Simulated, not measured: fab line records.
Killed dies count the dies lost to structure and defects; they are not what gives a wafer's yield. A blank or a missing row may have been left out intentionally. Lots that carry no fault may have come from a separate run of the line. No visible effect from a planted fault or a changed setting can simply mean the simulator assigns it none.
Comparing a struck lot with a sound one | flow gf180mcu | 22 steps out of a route of 602
Sound: wafers L680.2, L680.4, L680.6. Struck: wafer L686.6 (left out: L686.2, L686.5 of the same lot, which were not struck); the cause appears at the end.
Per side, at each step with rows, come the tool, then ch with its chambers, and then its first start. Under that, the readings that differ: sound wafers | struck wafers | difference of the means | sigmas: that difference in standard deviations of wafers without a fault.
alike: readings with means less than 2 such deviations apart, plus words and numbers identical on both sides. not compared: withheld readings, readings lacking a value on some wafer, bounds such as >300 that could conceal the same value, and numbers that have no deviation in the record and whose values overlap.
The two part at a step that has a row with sigmas, a row that says differs or no value, or rows on one side only. Non-overlapping numbers with no deviation appear without sigmas and do not part them. A reading that every wafer of one side lacks parts them only if that side has two wafers or more.

first, 3 steps without rows for these wafers: GF_M3_STRIP_18 (strips in post etch residue remover, time 1200 s); GF_M3_CLEAN_19 (cleans in DIW); GF_V3_CVD_00 (deposits SiO2, target thk 600 nm, time 100 s).
GF_V3_THK_MEAS_01:
  sound on film-metro-03 at day 22 15:49; struck on film-metro-02 at day 25 04:37
  alike: V3_CVD_00_THK
GF_V3_CVD_02: deposits SiO2 from TEOS, target thk 850 nm, time 94.851 s.
  sound on pecvd-03 ch 0,1,2, day 22 15:52; struck on pecvd-01 ch 0, day 25 04:40
  alike: heater-power-outer-w, heater-power-w, susceptor-temp-C
  not compared: since-wet-clean-h
GF_V3_THK_MEAS_03:
  sound on film-metro-01 at day 22 15:57; struck on film-metro-02 at day 25 04:45
  alike: V3_CVD_02_THK
GF_V3_CMP_04: polishes SiO2.
  sound on cmp-01 ch 0,2, day 22 16:00; struck on cmp-01 ch 0, day 25 04:51
  alike: motor-current-A, time-to-endpoint-s
GF_V3_BOW_MEAS_05:
  sound on film-metro-03 at day 22 16:19; struck on film-metro-02 at day 25 05:07
  alike: V3_BOW
then, 4 steps without rows for these wafers: GF_V3_DEHYDRATE_06 (time 60 s); GF_V3_HMDS_07 (prime time 60 s); GF_V3_COAT_08; GF_V3_COAT_09 (resist thk 1000 nm).
GF_V3_SOFTBAKE_10: time 60 s.
  sound on litho-track-02 ch 0, day 23 03:00; struck on litho-track-02 ch 0, day 25 16:00
  reading          | sound             | struck | difference | sigmas
  run-length-s (s) | 89.47 89.45 89.38 | 105.72 | +16.29     | +63
then, 3 steps without rows for these wafers: GF_V3_EXPOSE_11 (exposes mask Via3, target cd 260 nm); GF_V3_PEB_12 (peb time 90 s); GF_V3_DEVELOP_13 (develop time 60 s).
GF_V3_CD_MEAS_14 targets a cd of 260 nm.
  sound on cd-sem-02 at day 23 14:37; struck on cd-sem-02 at day 26 01:49
  reading    | sound             | struck | difference | sigmas
  cd-nm (nm) | 259.5 259.4 260.5 | 262.1  | +2.3       | +2
GF_V3_OVL_MEAS_15:
  sound on overlay-01 at day 23 14:43; struck on overlay-01 at day 26 01:55
  alike: V3_OVL
GF_V3_ETCH_16: etches BARC in N2/H2.
  sound on rie-diel-03 ch 0,3, day 23 14:44; struck on rie-diel-02 ch 3, day 26 01:57
  reading             | sound             | struck | difference | sigmas
  model.V3.cd-nm (nm) | 258.5 259.5 260.6 | 261.9  | +2.4       |
  alike: drypump-motor-current-A, oes-product-au, throttle-valve-pct
GF_V3_ETCH_17: etches SiO2 in C4F8/O2/Ar, stops on TiN, target depth 635 nm.
  sound on rie-diel-03 ch 0,3; struck on rie-diel-02 ch 3
  reading             | sound             | struck | difference | sigmas
  model.V3.cd-nm (nm) | 258.3 259.5 260.6 | 262.9  | +3.4       |
  alike: oes-product-au
GF_V3_STRIP_18: strips in O2/N2.
  sound on plasma-asher-03 ch 0,1, day 23 14:52; struck on plasma-asher-03 ch 1, day 26 02:05
  alike: drypump-motor-current-A, heater-power-w, oes-product-au, platen-temp-c
  not compared: rf-hours-counter-h
-- the record jumps here: 6 days lie between the struck wafers' starts before and after (it left off in module V3 and takes up again in module PASSIVATION, whose first step shown is number 602 of the route) --
GF_PASSIVATION_PROBE_99:
  rows exist in the record for the struck wafers here (prober-02, day 32 01:48), but not for the sound ones

WHERE THEY PART
At GF_V3_SOFTBAKE_10 first; at GF_PASSIVATION_PROBE_99 last (within this record only).

WHY: whatever the simulator had introduced
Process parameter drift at GF_V3_SOFTBAKE_10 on litho-track-02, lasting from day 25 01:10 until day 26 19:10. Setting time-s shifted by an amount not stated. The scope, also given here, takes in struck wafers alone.
